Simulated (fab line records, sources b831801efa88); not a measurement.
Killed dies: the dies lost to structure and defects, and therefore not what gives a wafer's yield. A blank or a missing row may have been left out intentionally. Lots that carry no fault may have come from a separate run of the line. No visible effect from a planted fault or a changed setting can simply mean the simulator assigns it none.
What tool caused it? | flow gf180mcu | 12 lots with 36 wafers sampled at 5 steps, on a route of 602 steps

== WHAT THE GAUGES READ, wafer by wafer ==
GF_M4_CD_MEAS_14 targets a cd of 280 nm. Usual: 280.0 nm for cdNm, sd 1.1.
lot  | measured     | on       | cdNm (nm)         | flag
L880 | day 23 19:07 | cdSem-02 | 281.7 279.7 282.9 | 
L881 | day 23 22:16 | cdSem-02 | 278.6 278.6 278.5 | 
L882 | day 24 02:23 | cdSem-01 | 280.6 279.7 280.6 | 
L884 | day 25 01:07 | cdSem-01 | 279.6 280.4 280.2 | 
L885 | day 25 09:19 | cdSem-02 | 280.4 279.7 280.1 | 
L891 | day 27 12:55 | cdSem-01 | 279.3 280.9 281.3 | 
L892 | day 27 18:19 | cdSem-01 | 279.3 279.1 279.2 | 
L893 | day 28 03:02 | cdSem-02 | 278.4 277.7 279.0 | 
L894 | day 28 11:59 | cdSem-01 | 278.6 278.2 278.3 | 
L895 | day 28 20:02 | cdSem-01 | 278.5 279.1 278.7 | 
L897 | day 29 06:04 | cdSem-01 | 281.7 281.4 281.6 | 
L900 | day 29 22:20 | cdSem-01 | 281.0 281.0 281.5 | 

GF_M5_CD_MEAS_07 targets a cd of 280 nm. Usual: 279.8 nm for cdNm, sd 1.2.
lot  | measured     | on       | cdNm (nm)         | flag
L880 | day 26 14:59 | cdSem-01 | 279.6 279.0 279.7 | 
L881 | day 26 17:25 | cdSem-02 | 281.2 282.0 280.7 | 
L882 | day 26 21:50 | cdSem-02 | 280.5 280.3 278.4 | 
L884 | day 27 19:11 | cdSem-01 | 280.8 279.0 279.4 | 
L885 | day 28 01:44 | cdSem-02 | 278.9 279.6 279.2 | 
L891 | day 30 01:17 | cdSem-02 | 280.9 281.0 280.9 | 
L892 | day 30 07:13 | cdSem-02 | 260.7 260.2 260.1 | OFF
L893 | day 30 15:28 | cdSem-02 | 256.9 258.5 257.4 | OFF
L894 | day 30 22:18 | cdSem-01 | 279.5 279.2 279.7 | 
L895 | day 31 06:20 | cdSem-02 | 279.2 278.9 278.8 | 
L897 | day 31 15:17 | cdSem-01 | 279.5 279.1 279.6 | 
L900 | day 32 06:34 | cdSem-02 | 278.9 279.2 277.8 | 

== WHICH TOOL RAN EACH LOT (tool, then ch and the chambers of the sampled wafers, then the start) ==
lot  | GF_M4_SPUTTER_04            | GF_V4_CVD_23                 | GF_M5_PEB_05
L880 | pvdSputter-04, day 22 19:59 | cvdW-01 ch 0,1, day 24 19:35 | lithoTrack-04 ch 0, day 26 14:39
L881 | pvdSputter-04, day 22 23:14 | cvdW-01 ch 0,1, day 24 22:01 | lithoTrack-04 ch 0, day 26 17:04
L882 | pvdSputter-01, day 23 03:16 | cvdW-02 ch 0,1, day 25 02:34 | lithoTrack-04 ch 0, day 26 21:30
L884 | pvdSputter-04, day 24 03:26 | cvdW-01 ch 0,1, day 26 00:20 | lithoTrack-02 ch 0, day 27 18:50
L885 | pvdSputter-03, day 24 12:32 | cvdW-01 ch 0,1, day 26 08:53 | lithoTrack-03 ch 0, day 28 01:23
L891 | pvdSputter-01, day 26 16:59 | cvdW-02 ch 0,1, day 28 10:40 | lithoTrack-02 ch 0, day 30 00:56
L892 | pvdSputter-03, day 26 21:38 | cvdW-01 ch 0,1, day 28 16:16 | lithoTrack-04 ch 0, day 30 06:53
L893 | pvdSputter-04, day 27 06:38 | cvdW-01 ch 0,1, day 29 00:48 | lithoTrack-04 ch 0, day 30 15:07
L894 | pvdSputter-04, day 27 16:11 | cvdW-01 ch 0,1, day 29 08:50 | lithoTrack-02 ch 0, day 30 21:58
L895 | pvdSputter-03, day 28 00:14 | cvdW-01 ch 0,1, day 29 17:16 | lithoTrack-02 ch 0, day 31 05:59
L897 | pvdSputter-03, day 28 10:35 | cvdW-01 ch 0,1, day 30 02:53 | lithoTrack-02 ch 0, day 31 14:56
L900 | pvdSputter-03, day 29 03:28 | cvdW-02 ch 0,1, day 30 18:59 | lithoTrack-03 ch 0, day 32 06:13
- GF_M4_SPUTTER_04: material TiN, target thk 50 nm, time 41.7 s.
- GF_V4_CVD_23: deposits W, target thk 350 nm, time 104.9 s.
- GF_M5_PEB_05: peb time 90 s.

== AS READ BY THE TOOLS THEMSELVES (means over the sampled wafers that have a number; for cases with no such wafer, the mark the record gives instead) ==
GF_M4_SPUTTER_04. Usual: cathodeDcPowerW 6499.9 W, standard deviation 1.2; throttleValvePct 30.0 %, standard deviation 1.1.
lot  | tool          | cathodeDcPowerW (W) | throttleValvePct (%) | flag
L880 | pvdSputter-04 | 6499.6              | 30.6                 | 
L881 | pvdSputter-04 | 6501.5              | 29.0                 | 
L882 | pvdSputter-01 | 6499.8              | 30.9                 | 
L884 | pvdSputter-04 | 6499.8              | 29.2                 | 
L885 | pvdSputter-03 | 6500.6              | 30.0                 | 
L891 | pvdSputter-01 | 6499.1              | 30.1                 | 
L892 | pvdSputter-03 | 6500.5              | 30.8                 | 
L893 | pvdSputter-04 | 6499.7              | 29.4                 | 
L894 | pvdSputter-04 | 6500.4              | 29.4                 | 
L895 | pvdSputter-03 | 6500.0              | 30.4                 | 
L897 | pvdSputter-03 | 6499.8              | 30.5                 | 
L900 | pvdSputter-03 | 6499.8              | 30.1                 | 

GF_V4_CVD_23. Usual: 833 W for heaterPowerW, sd 44.
lot  | tool    | heaterPowerW (W) | flag
L880 | cvdW-01 | 782              | 
L881 | cvdW-01 | 794              | 
L882 | cvdW-02 | 888              | 
L884 | cvdW-01 | 824              | 
L885 | cvdW-01 | 795              | 
L891 | cvdW-02 | 870              | 
L892 | cvdW-01 | 832              | 
L893 | cvdW-01 | 827              | 
L894 | cvdW-01 | 839              | 
L895 | cvdW-01 | 797              | 
L897 | cvdW-01 | 785              | 
L900 | cvdW-02 | 873              | 

GF_M5_PEB_05. Usual: heaterPowerTotalW 85.71 W, standard deviation 0.08; plateTempC 135.01 C, standard deviation 0.13.
lot  | tool          | heaterPowerTotalW (W) | plateTempC (C) | flag
L880 | lithoTrack-04 | 85.79                 | 134.98         | 
L881 | lithoTrack-04 | 85.71                 | 134.99         | 
L882 | lithoTrack-04 | 85.63                 | 135.15         | 
L884 | lithoTrack-02 | 85.70                 | 135.07         | 
L885 | lithoTrack-03 | 85.80                 | 134.83         | 
L891 | lithoTrack-02 | 85.72                 | 135.02         | 
L892 | lithoTrack-04 | 97.78                 | 149.63         | OFF
L893 | lithoTrack-04 | 97.82                 | 149.41         | OFF
L894 | lithoTrack-02 | 85.73                 | 135.16         | 
L895 | lithoTrack-02 | 85.64                 | 134.92         | 
L897 | lithoTrack-02 | 85.70                 | 135.12         | 
L900 | lithoTrack-03 | 85.71                 | 135.01         | 

== THE ANSWER, worked out from the rows above alone ==
Rule: take the mean of a lot's wafers that have a number; if it is more than 3 standard deviations from the usual mean, the lot is off. Also off: a lot with no number at a reading for which 4 or more lots have one. All remaining lots with rows at the step are treated as sound. After the gauges, taken in route order, come the tools' own readings; for these a lot's mean is taken, as printed above. The first step at which some lot is off is used, and at that step the reading that is off furthest; a lot without a number counts as furthest.
Off: L892, L893, at GF_M5_CD_MEAS_07 (cdNm).
A tool fits if, at a process step before that reading, it ran every lot that is off, and no sound lot after the first of them. Not tried: the gauges at GF_M5_CD_MEAS_07; whatever is off there is also off at GF_M5_PEB_05, on other tools, and gauge error can't account for it. One fits: lithoTrack-04 at GF_M5_PEB_05. Its last sound lot is L882 (day 26 21:30), its first lot that is off L892 (day 30 06:53): a fault that began between those two fits.
The tool's own readings at GF_M5_PEB_05 bear it out: on the lots that are off they differ by more than 5 times the standard deviation of the sound lots' means. heaterPowerTotalW reads 97.80 W there against 85.71 W on the sound lots; plateTempC reads 149.52 C there against 135.03 C on the sound lots.

== WHAT THE SIMULATOR HAD INSERTED ==
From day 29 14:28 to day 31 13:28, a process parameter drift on lithoTrack-04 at GF_M5_PEB_05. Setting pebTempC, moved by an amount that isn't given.
Struck lots among those shown: L892, L893. The rule given above showed the same thing.
